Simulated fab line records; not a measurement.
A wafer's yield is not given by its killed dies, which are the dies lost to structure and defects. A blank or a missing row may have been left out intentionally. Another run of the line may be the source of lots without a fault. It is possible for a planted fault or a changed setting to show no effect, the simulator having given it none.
Struck lot and sound lot, side by side ; flow sky130 ; 25 out of 708 route steps
Sound: the wafers L963.2, L963.3, L963.5. Wafers struck: L945.1, L945.2, L945.6. The cause is named last.
At each step with rows: each side's tool, then ch and its chambers, then its first start. Under that, the readings that differ: sound wafers ; struck wafers ; difference of the means ; sigmas: that difference in standard deviations of wafers without a fault.
alike: readings with means less than 2 such deviations apart, plus words and numbers identical on both sides. not compared: withheld readings, readings lacking a value on some wafer, bounds such as >300 that could conceal the same value, and numbers that have no deviation in the record and whose values overlap.
Wherever a step has rows on one side only, a row that says differs or no value, or a row with sigmas, the two part there. Numbers that don't overlap but have no deviation are shown without sigmas and don't part them. A reading missing from all wafers of one side parts the sides only when that side holds two or more wafers.

first, 6 steps without rows for these wafers: SKY_SD_N_IMPLANT_10; SKY_SD_N_STRIP_11 (strips in O2/N2); SKY_SD_N_CLEAN_13 (cleans in SC1/SC2, time 150 s); SKY_SD_N_RTA_14 (time 2 s); SKY_SALICIDE_CLEAN_00 (cleans in HF-last, time 30 s); SKY_LI_CONTACT_HDPCVD_00 (deposits PSG, target thk 930 nm, time 155 s).
SKY_LI_CONTACT_CMP_02: polishes PSG.
  sound on cmp-02 ch 0,3, day 35 12:01; struck on cmp-01 ch 0,1,3, day 30 05:06
  no value came back on the struck wafers for edgeZonePressureFrac, headPressurePsi (psi), motorCurrentA (A), timeToEndpointS (s); on the sound wafers edgeZonePressureFrac reads 1.003 0.990 1.002
reading;sound;struck;difference;sigmas
model.PSG_of_LI_CONTACT_HDPCVD_00.thkNm (nm);599.2 595.4 595.7;950.1 924.1 943.4;+342.4;
then, 9 steps without rows for these wafers: SKY_LI_CONTACT_DEHYDRATE_04 (time 60 s); SKY_LI_CONTACT_HMDS_05 (prime time 60 s); SKY_LI_CONTACT_COAT_06 (resist thk 60 nm); SKY_LI_CONTACT_COAT_07 (resist thk 450 nm); SKY_LI_CONTACT_SOFTBAKE_08 (time 90 s); SKY_LI_CONTACT_EXPOSE_09 (exposes mask LICM1, target cd 170 nm); SKY_LI_CONTACT_PEB_10; SKY_LI_CONTACT_DEVELOP_11 (develop time 60 s); SKY_LI_CONTACT_ETCH_14 (etches BARC in N2/H2, stops on SiO2, time 45.9 s, target depth 60 nm).
SKY_LI_CONTACT_ETCH_15: etches PSG in C4F8/O2/Ar, stops on Si, target depth 600 nm.
  sound on rieDiel-02 ch 0,1, day 36 14:47; struck on rieDiel-02 ch 1,3, day 31 09:09
reading;sound;struck;difference;sigmas
oesProductAu (a.u.);0.847 0.834 0.834;1.603 1.582 1.594;+0.755;+99 or more
model.etch.depthNm (nm);599.2 595.4 595.7;789 775.3 785.3;+186;
model.LI_CONTACT.featureDepthNm (nm);599.2 595.4 595.7;789 775.3 785.3;+186;
then, 6 steps without rows for these wafers: SKY_LI_CONTACT_STRIP_16 (strips in O2/N2); SKY_LI_CONTACT_CLEAN_17 (cleans in NMP, time 600 s); SKY_LI_CONTACT_PRE_CLEAN_18 (time 5.6 s); SKY_LI_CONTACT_SPUTTER_19 (material Ti, target thk 20 nm, time 106.37 s); SKY_LI_CONTACT_SPUTTER_20 (material TiN, target thk 20 nm, time 80 s); SKY_LI_CONTACT_CVD_21 (deposits W, target thk 400 nm, time 120.56 s).
SKY_LI_CONTACT_CMP_24: polishes, stops on PSG, t overpolish 20 s, target thk 0 nm.
  sound on cmp-02 ch 0,3, day 36 15:37; struck on cmp-01 ch 0,1,2, day 31 09:59
reading;sound;struck;difference;sigmas
model.PSG_of_LI_CONTACT_HDPCVD_00.thkNm (nm);589.7 586 586.2;940.7 914.6 933.9;+342.4;
  alike: edgeZonePressureFrac, headPressurePsi, motorCurrentA
-- record jumps: 16 days separate the struck wafers' starts on either side; left off in module LI_CONTACT, taken up again in module PAD_OPEN, whose first shown step is the route's number 708 --
SKY_PAD_OPEN_PROBE_99:
  struck on prober-01, day 47 11:22; sound on prober-02, day 51 01:52
reading;sound;struck;difference;sigmas
killedAtContacts;31 21;418 439 430;+403;+71
killedDies;86 77;492 492 492;+410;+41
killedOnRim;22 18;96 96 96;+76;+19
  alike: killed_at_M0_to_M3, killed_at_M4_up, killedAtFrontEnd, killedAtOther, killedOpen, killedShort

## WHERE THEY PART
Earliest at SKY_LI_CONTACT_CMP_02; latest, in this record, at SKY_PAD_OPEN_PROBE_99.

WHY: the cause the simulator had injected
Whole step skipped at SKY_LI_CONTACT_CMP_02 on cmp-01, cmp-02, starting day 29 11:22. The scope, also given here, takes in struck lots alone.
